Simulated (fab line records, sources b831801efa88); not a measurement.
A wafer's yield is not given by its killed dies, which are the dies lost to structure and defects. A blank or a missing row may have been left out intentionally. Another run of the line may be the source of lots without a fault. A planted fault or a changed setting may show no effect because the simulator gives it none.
Which tool is to blame? || flow sky130 || Sampling: 11 lots, 33 wafers, 2 of 708 route steps

== WHAT EACH GAUGE READ, for each wafer ==
SKY_METAL4_CD_MEAS_13: the cd target is 300 nm. Usual: cd_nm reads 300.9 nm (standard deviation 1.4).
{"lot": "L859", "measured": "day 42 06:46", "on": "cd_sem-01", "cd_nm (nm)": "298.4 299.7 299.7", "flag": ""}
{"lot": "L860", "measured": "day 42 12:23", "on": "cd_sem-01", "cd_nm (nm)": "301.0 301.8 302.0", "flag": ""}
{"lot": "L861", "measured": "day 42 23:42", "on": "cd_sem-01", "cd_nm (nm)": "299.7 299.1 299.2", "flag": ""}
{"lot": "L862", "measured": "day 43 02:31", "on": "cd_sem-01", "cd_nm (nm)": "301.3 301.1 302.5", "flag": ""}
{"lot": "L863", "measured": "day 43 10:35", "on": "cd_sem-01", "cd_nm (nm)": "302.1 301.4 302.4", "flag": ""}
{"lot": "L864", "measured": "day 43 21:07", "on": "cd_sem-01", "cd_nm (nm)": "299.7 301.2 301.4", "flag": ""}
{"lot": "L866", "measured": "day 44 10:04", "on": "cd_sem-02", "cd_nm (nm)": "300.5 300.2 299.1", "flag": ""}
{"lot": "L868", "measured": "day 45 00:55", "on": "cd_sem-02", "cd_nm (nm)": "302.2 302.3 302.6", "flag": ""}
{"lot": "L877", "measured": "day 47 05:07", "on": "cd_sem-01", "cd_nm (nm)": "298.8 298.7 298.4", "flag": ""}
{"lot": "L879", "measured": "day 47 15:41", "on": "cd_sem-01", "cd_nm (nm)": "299.3 300.7 300.0", "flag": ""}
{"lot": "L880", "measured": "day 47 22:25", "on": "cd_sem-02", "cd_nm (nm)": "298.6 298.4 300.2", "flag": ""}

== WHICH TOOL RAN EACH LOT (tool, then ch and the chambers of the sampled wafers, then the start) ==
{"lot": "L859", "SKY_VIA3_STRIP_16": "plasma_asher-01 ch 0, day 40 03:18"}
{"lot": "L860", "SKY_VIA3_STRIP_16": "plasma_asher-01 ch 1, day 40 10:15"}
{"lot": "L861", "SKY_VIA3_STRIP_16": "plasma_asher-02 ch 0,1, day 40 22:23"}
{"lot": "L862", "SKY_VIA3_STRIP_16": "plasma_asher-01 ch 0,1, day 41 00:15"}
{"lot": "L863", "SKY_VIA3_STRIP_16": "plasma_asher-01 ch 0,1, day 41 09:56"}
{"lot": "L864", "SKY_VIA3_STRIP_16": "plasma_asher-03 ch 0,1, day 41 20:49"}
{"lot": "L866", "SKY_VIA3_STRIP_16": "plasma_asher-02 ch 0,1, day 42 09:11"}
{"lot": "L868", "SKY_VIA3_STRIP_16": "plasma_asher-03 ch 0,1, day 43 01:48"}
{"lot": "L877", "SKY_VIA3_STRIP_16": "plasma_asher-01 ch 0,1, day 45 08:38"}
{"lot": "L879", "SKY_VIA3_STRIP_16": "plasma_asher-02 ch 1, day 45 22:14"}
{"lot": "L880", "SKY_VIA3_STRIP_16": "plasma_asher-01 ch 0,1, day 46 04:51"}
- SKY_VIA3_STRIP_16: strips in O2/N2.

== WHAT THE TOOLS THEMSELVES READ (means of the sampled wafers that have a number; where no wafer has one, the mark that the record gives instead) ==
SKY_VIA3_STRIP_16. Usual: drypump_motor_current_A 5.6 A, standard deviation 0.36; oes_product_au 0.403 a.u., standard deviation 0.0046; strip_time_to_endpoint_s 4.126 s, standard deviation 0.022.
{"lot": "L859", "tool": "plasma_asher-01", "drypump_motor_current_A (A)": 5.0, "oes_product_au (a.u.)": 0.405, "strip_time_to_endpoint_s (s)": 4.116, "flag": ""}
{"lot": "L860", "tool": "plasma_asher-01", "drypump_motor_current_A (A)": 5.9, "oes_product_au (a.u.)": 0.406, "strip_time_to_endpoint_s (s)": 4.135, "flag": ""}
{"lot": "L861", "tool": "plasma_asher-02", "drypump_motor_current_A (A)": 5.8, "oes_product_au (a.u.)": 0.399, "strip_time_to_endpoint_s (s)": 4.143, "flag": ""}
{"lot": "L862", "tool": "plasma_asher-01", "drypump_motor_current_A (A)": 5.6, "oes_product_au (a.u.)": 0.403, "strip_time_to_endpoint_s (s)": 4.138, "flag": ""}
{"lot": "L863", "tool": "plasma_asher-01", "drypump_motor_current_A (A)": 5.3, "oes_product_au (a.u.)": 0.403, "strip_time_to_endpoint_s (s)": 4.142, "flag": ""}
{"lot": "L864", "tool": "plasma_asher-03", "drypump_motor_current_A (A)": 5.6, "oes_product_au (a.u.)": 0.407, "strip_time_to_endpoint_s (s)": 4.139, "flag": ""}
{"lot": "L866", "tool": "plasma_asher-02", "drypump_motor_current_A (A)": 5.8, "oes_product_au (a.u.)": 0.408, "strip_time_to_endpoint_s (s)": 4.155, "flag": ""}
{"lot": "L868", "tool": "plasma_asher-03", "drypump_motor_current_A (A)": 5.5, "oes_product_au (a.u.)": 0.402, "strip_time_to_endpoint_s (s)": 4.128, "flag": ""}
{"lot": "L877", "tool": "plasma_asher-01", "drypump_motor_current_A (A)": 5.3, "oes_product_au (a.u.)": 0.401, "strip_time_to_endpoint_s (s)": 4.140, "flag": ""}
{"lot": "L879", "tool": "plasma_asher-02", "drypump_motor_current_A (A)": 5.7, "oes_product_au (a.u.)": 0.403, "strip_time_to_endpoint_s (s)": 4.149, "flag": ""}
{"lot": "L880", "tool": "plasma_asher-01", "drypump_motor_current_A (A)": 5.3, "oes_product_au (a.u.)": 0.400, "strip_time_to_endpoint_s (s)": 4.121, "flag": ""}

== THE ANSWER, worked out from the rows above alone ==
Rule: a lot counts as off when the mean over its wafers that have a number is more than 3 standard deviations away from the usual mean. Also off: a lot with no number at a reading for which 4 or more lots have one. Any other lot the step has rows for is counted as sound. The gauges are gone through in route order, then the tools' own readings, and for those a lot's mean is taken as printed above. The first step at which some lot is off is used, and at that step the reading that is off furthest; a lot without a number counts as furthest.
No lot is off at any reading shown: from this, nothing can be told.

== WHAT THE SIMULATOR PUT IN ==
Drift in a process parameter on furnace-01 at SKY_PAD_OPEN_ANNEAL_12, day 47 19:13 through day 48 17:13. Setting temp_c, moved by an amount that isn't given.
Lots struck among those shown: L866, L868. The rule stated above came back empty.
